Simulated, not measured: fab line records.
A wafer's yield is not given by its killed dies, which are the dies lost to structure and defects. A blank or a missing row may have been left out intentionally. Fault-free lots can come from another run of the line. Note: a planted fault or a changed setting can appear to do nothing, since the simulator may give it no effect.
Which tool was responsible? / flow gf180mcu / 11 lots with 33 wafers sampled at 4 steps, on a route of 602 steps

WHAT THE GAUGES SHOWED, per wafer
GF_PSD_RS_MEAS_14: measures by four-point-probe.
lot=L132; measured=day 14 06:58; on=film metro-02; NSD_RS (ohm/sq)=46.04 46.12 46.17
lot=L133; measured=day 14 19:02; on=film metro-03; NSD_RS (ohm/sq)=46.24 46.16 46.05
lot=L136; measured=day 15 17:39; on=film metro-01; NSD_RS (ohm/sq)=46.09 46.11 46.09
lot=L137; measured=day 15 21:50; on=film metro-03; NSD_RS (ohm/sq)=46.07 46.07 45.96
lot=L138; measured=day 16 02:42; on=film metro-01; NSD_RS (ohm/sq)=46.10 46.11 46.12
lot=L139; measured=day 16 20:25; on=film metro-03; NSD_RS (ohm/sq)=45.92 45.93 45.88
lot=L140; measured=day 17 01:29; on=film metro-01; NSD_RS (ohm/sq)=46.08 46.08 46.06
lot=L142; measured=day 17 21:49; on=film metro-03; NSD_RS (ohm/sq)=40.86 40.76 40.81
lot=L147; measured=day 19 13:59; on=film metro-01; NSD_RS (ohm/sq)=40.68 40.77 40.77
lot=L149; measured=day 20 02:11; on=film metro-03; NSD_RS (ohm/sq)=46.12 45.97 46.05
lot=L152; measured=day 21 03:47; on=film metro-01; NSD_RS (ohm/sq)=46.01 46.05 46.02

EACH LOT AND THE TOOL THAT RAN IT (in order: tool; ch and the chambers of the sampled wafers; start)
lot=L132; GF_MVSD_STRIP_10=plasma asher-04 ch 0,1, day 4 11:38; GF_NSD_IMPLANT_10=implanter-03 ch 0, day 13 09:18; GF_NSD_STRIP_11=plasma asher-01 ch 1, day 13 09:27
lot=L133; GF_MVSD_STRIP_10=plasma asher-03 ch 0,1, day 4 15:34; GF_NSD_IMPLANT_10=implanter-04 ch 0, day 13 16:57; GF_NSD_STRIP_11=plasma asher-04 ch 0,1, day 13 17:05
lot=L136; GF_MVSD_STRIP_10=plasma asher-04 ch 0, day 5 08:20; GF_NSD_IMPLANT_10=implanter-02 ch 0, day 14 19:42; GF_NSD_STRIP_11=plasma asher-01 ch 0, day 14 19:51
lot=L137; GF_MVSD_STRIP_10=plasma asher-01 ch 0,1, day 5 15:56; GF_NSD_IMPLANT_10=implanter-04 ch 0, day 14 22:44; GF_NSD_STRIP_11=plasma asher-04 ch 0,1, day 14 22:53
lot=L138; GF_MVSD_STRIP_10=plasma asher-04 ch 0,1, day 5 20:04; GF_NSD_IMPLANT_10=implanter-02 ch 0, day 15 03:59; GF_NSD_STRIP_11=plasma asher-02 ch 0,1, day 15 04:06
lot=L139; GF_MVSD_STRIP_10=plasma asher-01 ch 0, day 6 03:53; GF_NSD_IMPLANT_10=implanter-03 ch 0, day 15 21:35; GF_NSD_STRIP_11=plasma asher-02 ch 0,1, day 15 21:44
lot=L140; GF_MVSD_STRIP_10=plasma asher-04 ch 0,1, day 6 09:26; GF_NSD_IMPLANT_10=implanter-03 ch 0, day 16 02:11; GF_NSD_STRIP_11=plasma asher-01 ch 0,1, day 16 02:20
lot=L142; GF_MVSD_STRIP_10=plasma asher-04 ch 0,1, day 6 20:24; GF_NSD_IMPLANT_10=implanter-02 ch 0, day 16 22:02; GF_NSD_STRIP_11=plasma asher-01 ch 0,1, day 16 22:38
lot=L147; GF_MVSD_STRIP_10=plasma asher-01 ch 0,1, day 8 01:28; GF_NSD_IMPLANT_10=implanter-02 ch 0, day 18 13:38; GF_NSD_STRIP_11=plasma asher-04 ch 0,1, day 18 14:08
lot=L149; GF_MVSD_STRIP_10=plasma asher-01 ch 0, day 8 14:31; GF_NSD_IMPLANT_10=implanter-04 ch 0, day 19 01:26; GF_NSD_STRIP_11=plasma asher-04 ch 0,1, day 19 01:35
lot=L152; GF_MVSD_STRIP_10=plasma asher-03 ch 0,1, day 9 05:53; GF_NSD_IMPLANT_10=implanter-04 ch 0, day 20 02:33; GF_NSD_STRIP_11=plasma asher-02 ch 0,1, day 20 02:42
- GF_MVSD_STRIP_10: strips in O2/N2.
- GF_NSD_IMPLANT_10
- GF_NSD_STRIP_11: strips in O2/N2.

THE ANSWER, worked out from the rows above alone
Rule: the usual values come from the lots themselves. Put in order of their means at a reading, lots are off if they are a third of the lots or fewer, leave a main group of 4 or more, and stand apart from it by a gap of 3 or more times the standard deviation of the main group's means; of several such gaps the widest counts. Not used: any main group whose means are identical at the precision the tables above print for the reading. A lot without any number at a reading at which 4 lots or more have one is off too. All remaining lots with rows at the step are treated as sound.
Off: L142, L147, at GF_PSD_RS_MEAS_14 (NSD_RS). The main group has a mean of 46.06 ohm/sq with a standard deviation of 0.066.
A tool fits if, at a process step before that reading, it ran every lot that is off, and no sound lot after the first of them. The gauges at GF_PSD_RS_MEAS_14 are tried like those tools. One fits: GF_NSD_IMPLANT_10 on implanter-02. A fault onset in the window from L138 (day 15 03:59, its last sound lot) to L142 (day 16 22:02, its first lot off) fits.

WHAT HAD BEEN PUT IN BY THE SIMULATOR
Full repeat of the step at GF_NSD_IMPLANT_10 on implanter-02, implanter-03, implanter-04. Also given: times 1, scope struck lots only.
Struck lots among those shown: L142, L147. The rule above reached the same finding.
